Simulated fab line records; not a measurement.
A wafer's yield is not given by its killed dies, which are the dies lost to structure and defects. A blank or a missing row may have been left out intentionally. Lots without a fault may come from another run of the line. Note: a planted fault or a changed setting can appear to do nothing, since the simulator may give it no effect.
Comparing a struck lot with a sound one -- flow sky130 -- 15 steps out of a route of 708
Sound: the wafers L666.2, L666.3, L666.6. Wafers struck: L674.1, L674.3, L674.6. The cause is given at the end.
Order at every step that has rows: each side's tool, ch and its chambers, its first start. Under that, the readings that differ: sound wafers -- struck wafers -- difference of the means -- sigmas: that difference in standard deviations of wafers without a fault.
alike: readings with means less than 2 such deviations apart, plus words and numbers identical on both sides. not compared: withheld readings, readings lacking a value on some wafer, bounds such as >300 that could conceal the same value, and numbers that have no deviation in the record and whose values overlap.
The two part at a step that has a row with sigmas, a row that says differs or no value, or rows on one side only. Numbers that have no deviation but don't overlap get no sigmas and don't part them. Lack of a reading on every wafer of one side parts them only where that side has two or more wafers.

first, 6 steps without rows for these wafers: SKY_LDD_N_HMDS_01 (prime time 60 s); SKY_LDD_N_COAT_02 (resist thk 300 nm); SKY_LDD_N_SOFTBAKE_03 (time 60 s); SKY_LDD_N_EXPOSE_04 (exposes mask NTM, target cd 840 nm); SKY_LDD_N_PEB_05; SKY_LDD_N_DEVELOP_06 (develop time 60 s).
SKY_LDD_N_OVL_MEAS_07:
  sound: overlay-02 at day 18 07:43; struck: overlay-01 at day 21 09:16
  alike: LDD_N_OVL
then, 5 steps without rows for these wafers: SKY_LDD_N_IMPLANT_08; SKY_LDD_N_IMPLANT_09; SKY_LDD_N_IMPLANT_10; SKY_LDD_N_IMPLANT_11; SKY_LDD_N_IMPLANT_12.
SKY_LDD_N_IMPLANT_13:
  sound on implanter-02 ch 0, day 18 08:31; struck on implanter-02 ch 0, day 21 10:04
reading,sound,struck,difference,sigmas
beam energy keV,50.007 49.997 50.017,52.499 52.492 52.502,+2.491,+99 or more
model.implant.rp nm (nm),32.62 32.62 32.62,33.93 33.93 33.93,+1.31,
model.implant.drp nm (nm),18.83 18.83 18.83,19.52 19.52 19.52,+0.69,
  alike: beam on s
after that, 1 step had no rows for these wafers: SKY_LDD_N_IMPLANT_14.
-- record jumps: 27 days separate the struck wafers' starts on either side; left off in module LDD_N, taken up again in module PAD_OPEN, whose first shown step is the route's number 708 --
SKY_PAD_OPEN_PROBE_99:
  sound: prober-02 at day 46 08:23; struck: prober-01 at day 48 10:19
  alike: killed_at_M0_to_M3, killed_at_M4_up, killed at contacts, killed at front end, killed at other, killed dies, killed open, killed short

WHERE THEY PART
At SKY_LDD_N_IMPLANT_13 and nowhere else, as far as this record goes. Later steps at which nothing parts them and some readings are alike: SKY_PAD_OPEN_PROBE_99.

WHY: the cause the simulator had injected
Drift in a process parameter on implanter-02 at SKY_LDD_N_IMPLANT_13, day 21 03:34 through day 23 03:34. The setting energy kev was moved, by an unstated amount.
